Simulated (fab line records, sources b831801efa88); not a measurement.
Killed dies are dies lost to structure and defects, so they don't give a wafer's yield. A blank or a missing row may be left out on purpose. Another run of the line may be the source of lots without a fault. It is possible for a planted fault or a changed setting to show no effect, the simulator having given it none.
Matching of chambers ; flow sky130 ; 4 sister chambers for SKY_METAL4_ETCH_17 on rieDiel-03
The step etches SiO2 in C4F8/O2/Ar, stops on TiN, time 3.9 s, target depth 15 nm. 8 wafers are shown with their chamber, then 11 later ones without.

## WAFERS PAIRED WITH THEIR CHAMBERS
wafer;chamber;oesProductAu (a.u.)
L084.5;3;0.760
L088.3;2;0.759
L088.5;2;0.758
L089.2;3;0.765
L089.4;1;0.756
L092.4;0;0.748
L092.5;1;0.761
L093.1;0;0.757

## WAFERS WITH NO CHAMBER GIVEN
wafer;oesProductAu (a.u.)
L093.2;0.755
L093.5;0.762
L094.1;0.754
L094.5;0.760
L094.6;0.755
L095.1;0.749
L095.3;0.758
L095.4;0.758
L096.1;0.764
L096.2;0.757
L096.5;0.763

## THE CHAMBER EACH PASSED THROUGH
wafer;from the rows above;in truth
L093.2;can't be placed: 0 or 1 or 2 or 3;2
L093.5;can't be placed: 3 or 1 or 2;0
L094.1;can't be placed: 0 or 1 or 2 or 3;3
L094.5;can't be placed: 1 or 2 or 3 or 0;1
L094.6;can't be placed: 0 or 1 or 2 or 3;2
L095.1;can't be placed: 0 or 1 or 2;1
L095.3;can't be placed: 1 or 2 or 3 or 0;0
L095.4;can't be placed: 1 or 2 or 3 or 0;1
L096.1;can't be placed: 3 or 1 or 2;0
L096.2;can't be placed: 1 or 2 or 0 or 3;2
L096.5;can't be placed: 3 or 1 or 2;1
Placed correctly: 0 of 11. Not placeable from these rows: 11 (in 9, the candidates include the true chamber). Placed wrongly: 0.
How it was worked out, from the rows above alone: a wafer's distance from a chamber is the root of the sum, over the readings, of the square of ((its reading less the chamber's mean) divided by the reading's scatter). If the next closest chamber is less than 2 further off than the closest, the wafer can't be placed; otherwise it belongs to the closest. For every chamber, the mean is computed from those of its wafers that are shown. How the scatter is found: for the shown wafers, subtract from each reading the mean of its chamber, square and add these, divide the total by (wafers less chambers), then take the root.
